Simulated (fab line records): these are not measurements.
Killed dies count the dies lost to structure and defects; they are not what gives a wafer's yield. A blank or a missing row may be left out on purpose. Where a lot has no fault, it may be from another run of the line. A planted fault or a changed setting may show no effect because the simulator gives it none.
Which tool is to blame?    flow gf180mcu    Sampling: 14 lots, 42 wafers, 5 of 602 route steps

WHAT EACH GAUGE READ, for each wafer
GF_STI_THK_MEAS_04.
lot   measured     on             STI_CVD_03_THK (nm)
L953  day 1 14:33  film metro-02  209.0 209.2 210.3
L954  day 1 20:40  film metro-02  207.9 207.1 207.6
L955  day 2 00:33  film metro-02  208.9 208.2 210.4
L956  day 2 05:34  film metro-04  207.9 206.4 207.2
L957  day 2 11:00  film metro-02  207.6 208.6 207.8
L958  day 2 14:37  film metro-01  206.8 206.3 208.2
L959  day 2 20:33  film metro-02  207.4 209.1 208.0
L960  day 3 01:32  film metro-01  206.8 207.0 206.4
L962  day 3 10:55  film metro-01  208.7 208.7 208.7
L964  day 3 21:32  film metro-04  207.2 207.9 208.0
L965  day 4 01:34  film metro-04  205.2 206.2 203.3
L967  day 4 11:43  film metro-02  206.8 207.0 207.9
L973  day 5 18:55  film metro-04  208.8 207.6 209.2
L976  day 6 08:34  film metro-02  206.4 206.0 206.2

GF_HV_LDD_OVL_MEAS_08.
lot   measured      on          HV_LDD_OVL (nm)
L953  day 10 01:23  overlay-01  -2.3 -1.6 -2.5
L954  day 10 10:52  overlay-01  0.7 -0.3 -0.9
L955  day 10 16:01  overlay-02  0.3 -2.1 -0.5
L956  day 11 01:25  overlay-01  0.5 -0.4 1.0
L957  day 11 05:46  overlay-01  -1.2 -2.1 -1.8
L958  day 11 12:40  overlay-02  -1.1 -2.0 -1.1
L959  day 11 22:46  overlay-02  0.3 -0.8 -0.1
L960  day 12 12:01  overlay-01  -0.8 -1.2 -0.3
L962  day 13 00:04  overlay-01  -3.1 -3.1 0.0
L964  day 13 12:48  overlay-02  -0.6 -0.1 -1.3
L965  day 13 14:53  overlay-01  0.8 -1.4 -2.1
L967  day 14 08:16  overlay-01  -2.6 -1.1 -0.1
L973  day 16 06:46  overlay-02  -0.5 -0.7 0.7
L976  day 17 06:47  overlay-01  -0.3 -1.0 -0.2

GF_HV_LDD_TW_MEAS_11.
lot   measured      on             HV_LDD_TW
L953  day 10 01:40  film metro-04  2427 2416 2410
L954  day 10 11:09  film metro-01  2457 2466 2472
L955  day 10 16:18  film metro-03  2384 2385 2377
L956  day 11 01:42  film metro-01  2481 2479 2479
L957  day 11 06:09  film metro-04  2395 2403 2402
L958  day 11 12:56  film metro-01  2471 2457 2472
L959  day 11 23:02  film metro-04  2404 2402 2392
L960  day 12 12:18  film metro-04  2401 2400 2396
L962  day 13 00:21  film metro-03  2400 2391 2386
L964  day 13 13:05  film metro-01  2477 2479 2473
L965  day 13 15:10  film metro-03  2382 2399 2407
L967  day 14 08:33  film metro-03  2405 2422 2411
L973  day 16 07:04  film metro-01  2460 2440 2462
L976  day 17 07:04  film metro-01  2461 2458 2461

GF_HV_LDD_TW_MEAS_50.
lot   measured      on             HV_LDD_4_TW
L953  day 12 10:31  film metro-04  566 569 569
L954  day 12 21:35  film metro-04  565 567 565
L955  day 13 03:08  film metro-03  567 569 568
L956  day 13 13:42  film metro-03  567 568 564
L957  day 13 18:37  film metro-03  564 560 564
L958  day 14 01:43  film metro-03  568 566 570
L959  day 14 11:50  film metro-03  572 569 569
L960  day 15 02:39  film metro-04  567 568 567
L962  day 15 15:51  film metro-04  566 564 567
L964  day 16 06:10  film metro-03  707 706 708 709 710 707
L965  day 16 07:41  film metro-01  582 582 581
L967  day 17 04:30  film metro-04  568 568 572
L973  day 19 08:19  film metro-01  723 722 723 724 720 722
L976  day 20 07:47  film metro-03  569 568 567

WHAT TOOL EACH LOT RAN ON (gives the tool, then ch and the chambers of the sampled wafers, and finally the start)
lot   GF_HV_LDD_IMPLANT_48
L953  implanter-01 ch 0, day 12 10:16
L954  implanter-03 ch 0, day 12 21:20
L955  implanter-03 ch 0, day 13 02:53
L956  implanter-03 ch 0, day 13 13:28
L957  implanter-03 ch 0, day 13 18:22
L958  implanter-02 ch 0, day 14 01:28
L959  implanter-03 ch 0, day 14 11:35
L960  implanter-01 ch 0, day 15 02:25
L962  implanter-01 ch 0, day 15 15:37
L964  implanter-01 ch 0, day 16 05:32
L965  implanter-02 ch 0, day 16 07:26
L967  implanter-03 ch 0, day 17 04:16
L973  implanter-01 ch 0, day 19 07:37
L976  implanter-02 ch 0, day 20 07:32
- GF_HV_LDD_IMPLANT_48

WHAT THE TOOLS THEMSELVES READ (means of the sampled wafers that have a number; where no wafer has one, the mark that the record gives instead)
GF_HV_LDD_IMPLANT_48.
lot   tool          beam energy keV  end station pressure torr (Torr)
L953  implanter-01  25.005           5.44e-06
L954  implanter-03  24.998           5.43e-06
L955  implanter-03  24.993           5.16e-06
L956  implanter-03  25.003           5.45e-06
L957  implanter-03  24.996           5.01e-06
L958  implanter-02  24.992           4.95e-06
L959  implanter-03  25.003           5.30e-06
L960  implanter-01  25.006           5.12e-06
L962  implanter-01  25.005           5.09e-06
L964  implanter-01  25.005           5.22e-06
L965  implanter-02  25.005           5.08e-06
L967  implanter-03  25.005           5.11e-06
L973  implanter-01  25.005           5.24e-06
L976  implanter-02  25.005           5.56e-06

THE ANSWER, worked out from the rows above alone
Rule: the lots themselves supply what counts as usual. Put in order of their means at a reading, lots are off if they are a third of the lots or fewer, leave a main group of 4 or more, and stand apart from it by a gap of 3 or more times the standard deviation of the main group's means; of several such gaps the widest counts. If all means in a main group match to the digits the tables above print for the reading, that group is not used. Also off: a lot with no number at a reading for which 4 or more lots have one. All remaining lots with rows at the step are treated as sound. After the gauges, taken in route order, come the tools' own readings; for these a lot's mean is taken, as printed above. The first step at which some lot is off is used, and at that step the reading that is off furthest; a lot without a number counts as furthest.
Off: L964, L973, at GF_HV_LDD_TW_MEAS_50 (HV_LDD_4_TW). The main group has a mean of 568 with a standard deviation of 4.4.
If a tool, at a process step before that reading, ran all the lots that are off and no sound lot after the first of them, it fits. Those tools and the gauges at GF_HV_LDD_TW_MEAS_50 are tried in the same way. One fits: GF_HV_LDD_IMPLANT_48 on implanter-01. Its last sound lot is L962 (day 15 15:37), its first lot that is off L964 (day 16 05:32): a fault that began between those two fits.

WHAT WAS PUT IN BY THE SIMULATOR
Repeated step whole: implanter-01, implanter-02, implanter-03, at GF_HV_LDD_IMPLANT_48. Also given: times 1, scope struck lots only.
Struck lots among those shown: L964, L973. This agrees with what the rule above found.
